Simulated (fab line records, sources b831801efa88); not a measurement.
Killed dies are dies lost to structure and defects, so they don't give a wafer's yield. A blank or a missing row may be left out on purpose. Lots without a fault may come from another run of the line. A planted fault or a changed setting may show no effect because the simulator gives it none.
One fault seen from 2 desks | flow sky130 | each desk has only its own numbers; what lay behind them comes last

THE METROLOGY DESK
What the gauges read, lot by lot, whatever tool the lot ran on: means of the sampled wafers that have a number. A lot is out of limits, marked OUT, if its mean lies more than 4 standard deviations from the usual mean; the brackets give that distance.
Columns: A = VIA1_BOW at SKY_VIA1_BOW_MEAS_03, usual 82 um; B = cd_nm at SKY_VIA2_CD_MEAS_12, usual 200.5 nm; C = METAL5_ALCU_THK at SKY_METAL5_THK_MEAS_06, usual 1144 nm
lot  | first seen here | A  | B     | C
L580 | day 33 02:59    | 75 | 201.0 | 1144
L581 | day 33 12:56    | 72 | 198.8 | 1140
L583 | day 34 12:55    | 82 | 202.0 | 1152
L589 | day 36 02:35    | 83 | 200.7 | 1333 (+16) OUT
L590 | day 36 11:25    | 82 | 199.7 | 1381 (+20) OUT
L591 | day 36 20:12    | 81 | 200.0 | 1134
L592 | day 37 06:38    | 79 | 199.4 | 1134
L593 | day 37 22:11    | 81 | 199.7 | 1140
L595 | day 38 04:20    | 80 | 198.8 | 1146
L594 | day 38 07:06    | 84 | 199.2 | 1143
L596 | day 39 00:28    | 83 | 200.3 | 1119
L599 | day 39 09:59    | 84 | 202.3 | 1157
L600 | day 39 14:15    | 78 | 199.8 | 1131
L601 | day 39 19:10    | 83 | 199.8 | 1143
This desk's finding: out of limits on L589, L590; first on L589, day 45 14:35 (METAL5_ALCU_THK at SKY_METAL5_THK_MEAS_06). In limits: L580, L581, L583, L591, L592, L593, L595, L594, L596, L599, L600, L601.

THE TOOL OWNER'S DESK: pvd_sputter-01
The tool's own readings at SKY_METAL5_SPUTTER_04 (material TiN, target thk 70 nm, time 58.3 s): means of the sampled wafers that have a number, for each lot that ran on this tool. A lot is out of limits, marked OUT, if its mean lies more than 4 standard deviations from the usual mean; the brackets give that distance.
Columns: A = cathode_dc_power_W at SKY_METAL5_SPUTTER_04, usual 6500.0 W; B = chamber_pressure_pa at SKY_METAL5_SPUTTER_04, usual 0.4001 Pa; C = throttle_valve_pct at SKY_METAL5_SPUTTER_04, usual 30.4 %
lot  | first seen here | A      | B      | C
L580 | day 43 03:35    | 6499.2 | 0.4003 | 30.0
L581 | day 43 14:44    | 6499.8 | 0.3995 | 29.3
L592 | day 46 12:32    | 6500.0 | 0.3996 | 30.2
L594 | day 47 10:14    | 6500.7 | 0.4001 | 29.4
L596 | day 47 22:36    | 6500.0 | 0.3994 | 29.1
L601 | day 48 14:32    | 6498.9 | 0.4002 | 29.7
This desk's finding: nothing out of limits on any of the 6 lots.

PUT TOGETHER
The metrology desk could have raised an alarm at day 45 14:35, on L589, L590.
The tool owner's desk saw nothing out of limits.
The tool owner's desk has no number on record for L589, L590.
Of the lots named, all ran SKY_METAL5_SPUTTER_04 on pvd_sputter-01.

WHAT THE SIMULATOR HAD PUT IN
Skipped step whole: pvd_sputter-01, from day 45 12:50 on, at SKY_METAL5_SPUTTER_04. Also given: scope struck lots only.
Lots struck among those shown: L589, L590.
Hours from the fault's start to each desk's first reading out of limits: the metrology desk, 2.
